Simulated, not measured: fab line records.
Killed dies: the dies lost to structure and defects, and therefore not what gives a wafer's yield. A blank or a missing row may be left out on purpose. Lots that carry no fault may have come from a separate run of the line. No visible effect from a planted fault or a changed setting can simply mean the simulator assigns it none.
Struck lot and sound lot, side by side ; flow sky130 ; 44 steps out of a route of 708
Sound: these wafers, L428.1, L428.2, L428.6. Struck: wafer L437.4 (L437.1, L437.2, from the same lot, were not struck and are left out); the cause is given at the end.
Each step with rows lists, per side, the tool, then ch with its chambers, then its first start. Under that, the readings that differ: sound wafers ; struck wafers ; difference of the means ; sigmas: that difference in standard deviations of wafers without a fault.
alike: a reading whose means differ by less than 2 such deviations, as well as words and numbers matching on both sides. not compared: withheld readings; readings where some wafer has no value; bounds like >300 that might hide an equal value; numbers whose values overlap and for which the record gives no deviation.
A row with sigmas, a row that says differs or no value, or rows on one side alone: a step with any of these is where the two part. Numbers that don't overlap but have no deviation are shown without sigmas and don't part them. Lack of a reading on every wafer of one side parts them only where that side has two or more wafers.

first, 5 steps without rows for these wafers: SKY_VIA2_ETCH_15 (etches SiO2 in C4F8/O2/Ar, stops on TiN, target depth 546 nm, time 84 s); SKY_VIA2_STRIP_16 (strips in O2/N2); SKY_VIA2_STRIP_17 (strips in post etch residue remover, time 1200 s); SKY_VIA2_CLEAN_18 (cleans in IPA, time 180 s); SKY_VIA2_CLEAN_19 (cleans in O3/DIW).
SKY_VIA2_SPUTTER_20: material TiN, target thk 20 nm, time 80 s.
  sound: pvd_sputter-01 at day 36 16:46; struck: pvd_sputter-03 at day 39 12:53
  alike: throttle_valve_pct
SKY_VIA2_CVD_21: deposits W, target thk 420 nm, time 126.4 s.
  sound on cvd_w-01 ch 0,1, day 36 16:49; struck on cvd_w-01 ch 0, day 39 12:56
  alike: chamber_pressure_Torr, heater_power_outer_w, heater_power_w
SKY_VIA2_RS_MEAS_22: a four-point-probe measurement.
  sound: film_metro-03 at day 36 16:57; struck: film_metro-03 at day 39 13:04
  alike: VIA2_W_RS
SKY_VIA2_THK_MEAS_23: measures by xrf.
  sound: film_metro-03 at day 36 17:04; struck: film_metro-03 at day 39 13:11
  alike: VIA2_W_THK
then, 1 step without rows for these wafers: SKY_VIA2_CMP_24 (polishes, stops on SiO2, t overpolish 20 s, target thk 0 nm).
SKY_METAL3_SPUTTER_00: material Ti, target thk 15 nm, time 10 s.
  sound: pvd_sputter-04 at day 36 17:26; struck: pvd_sputter-04 at day 39 13:47
  alike: throttle_valve_pct
then, 1 step without rows for these wafers: SKY_METAL3_SPUTTER_01 (material TiN, target thk 20 nm, time 16.7 s).
SKY_METAL3_SPUTTER_02: material AlCu, target thk 735 nm, time 39.1 s.
  sound: pvd_sputter-04 at day 36 17:29; struck: pvd_sputter-04 at day 39 13:50
reading;sound;struck;difference;sigmas
model.AlCu_of_METAL3_SPUTTER_02.thk_nm (nm);728.4 724.1 728.5;750.5;+23.5;
  alike: throttle_valve_pct
SKY_METAL3_SPUTTER_03: material Ti, target thk 5 nm, time 3.3 s.
  sound: pvd_sputter-04 at day 36 17:31; struck: pvd_sputter-04 at day 39 13:52
  alike: throttle_valve_pct
SKY_METAL3_SPUTTER_04: material TiN, target thk 70 nm, time 58.3 s.
  sound: pvd_sputter-04 at day 36 17:32; struck: pvd_sputter-04 at day 39 13:53
  alike: throttle_valve_pct
then, 1 step without rows for these wafers: SKY_CAPM_CVD_00 (deposits SiO2, target thk 15.5 nm).
SKY_CAPM_THK_MEAS_01:
  sound: film_metro-03 at day 36 17:36; struck: film_metro-04 at day 39 13:57
reading;sound;struck;difference;sigmas
CAPM_CVD_00_THK (nm);15.42 15.38 15.46;16.07;+0.65;+2
then, 1 step without rows for these wafers: SKY_CAPM_SPUTTER_02 (material TiN, target thk 200 nm, time 166.7 s).
SKY_CAPM_RS_MEAS_03: a four-point-probe measurement.
  sound: film_metro-02 at day 36 17:46; struck: film_metro-03 at day 39 14:07
  alike: CAPM_TIN_RS
SKY_CAPM_THK_MEAS_04: measures by xrf.
  sound: film_metro-02 at day 36 17:53; struck: film_metro-03 at day 39 14:14
  alike: CAPM_TIN_THK
then, 7 steps without rows for these wafers: SKY_CAPM_DEHYDRATE_05 (time 60 s); SKY_CAPM_HMDS_06 (prime time 60 s); SKY_CAPM_COAT_07 (resist thk 1140 nm); SKY_CAPM_SOFTBAKE_08 (time 60 s); SKY_CAPM_EXPOSE_09 (exposes mask CAPM, target cd 1000 nm); SKY_CAPM_PEB_10; SKY_CAPM_DEVELOP_11 (develop time 60 s).
SKY_CAPM_OVL_MEAS_12:
  sound: overlay-01 at day 37 18:55; struck: overlay-01 at day 40 14:22
  alike: CAPM_OVL
then, 13 steps without rows for these wafers: SKY_CAPM_METAL_ETCH_13 (etches TiN in Cl2/BCl3, stops on SiO2, target depth 220 nm, time 62.9 s); SKY_CAPM_STRIP_14 (strips in O2/N2); SKY_CAPM_STRIP_15 (strips in post etch residue remover, time 1200 s); SKY_CAPM_CLEAN_16 (cleans in IPA, time 180 s); SKY_CAPM_CLEAN_17 (cleans in O3/DIW); SKY_METAL3_DEHYDRATE_05 (time 60 s); SKY_METAL3_HMDS_06 (prime time 60 s); SKY_METAL3_COAT_07 (resist thk 60 nm); SKY_METAL3_COAT_08 (resist thk 1140 nm); SKY_METAL3_SOFTBAKE_09 (time 90 s); SKY_METAL3_EXPOSE_10 (exposes mask MM3, target cd 300 nm); SKY_METAL3_PEB_11; SKY_METAL3_DEVELOP_12 (develop time 60 s).
SKY_METAL3_CD_MEAS_13: target cd 300 nm.
  sound: cd_sem-01 at day 38 20:49; struck: cd_sem-02 at day 41 14:17
  alike: cd_nm
SKY_METAL3_METAL_ETCH_18: etches the open film in Cl2/BCl3, stops on SiO2, target depth 845 nm, time 183.1 s.
  sound on rie_metal-04 ch 0,1, day 38 21:08; struck on rie_metal-02 ch 0, day 41 14:35
reading;sound;struck;difference;sigmas
model.METAL3.feature_depth_nm (nm);858.8 854.5 856.9;882.1;+25.4;
model.etch.depth_nm (nm);858.8 854.5 856.9;882.1;+25.4;
  alike: drypump_motor_current_A, oes_product_au, rf_fwd_power_W, throttle_valve_pct
  not compared: rf_hours_counter_h
-- the record jumps here: 7 days lie between the struck wafers' starts before and after (it left off in module METAL3 and takes up again in module PAD_OPEN, whose first step shown is number 708 of the route) --
SKY_PAD_OPEN_PROBE_99:
  sound: prober-01 at day 46 01:45; struck: prober-02 at day 48 06:44
reading;sound;struck;difference;sigmas
killed_at_other;0 0 1;2;+2;+3
killed_open;44 56 39;61;+15;+2
model.etest.met3.rs_ohm_sq;0.04343 0.04334 0.0428;0.0421;-0.0011;
  alike: defect_limited_yield, killed_at_M0_to_M3, killed_at_M4_up, killed_at_contacts, killed_at_front_end, killed_dies, killed_short, sort_bin_3_pad_short, sort_bin_5_function, sort_bin_6_memory, sort_n_pass, sort_yield_pct

== WHERE THEY PART ==
At SKY_CAPM_THK_MEAS_01 first; at SKY_PAD_OPEN_PROBE_99 last (within this record only).

WHY: whatever the simulator had introduced
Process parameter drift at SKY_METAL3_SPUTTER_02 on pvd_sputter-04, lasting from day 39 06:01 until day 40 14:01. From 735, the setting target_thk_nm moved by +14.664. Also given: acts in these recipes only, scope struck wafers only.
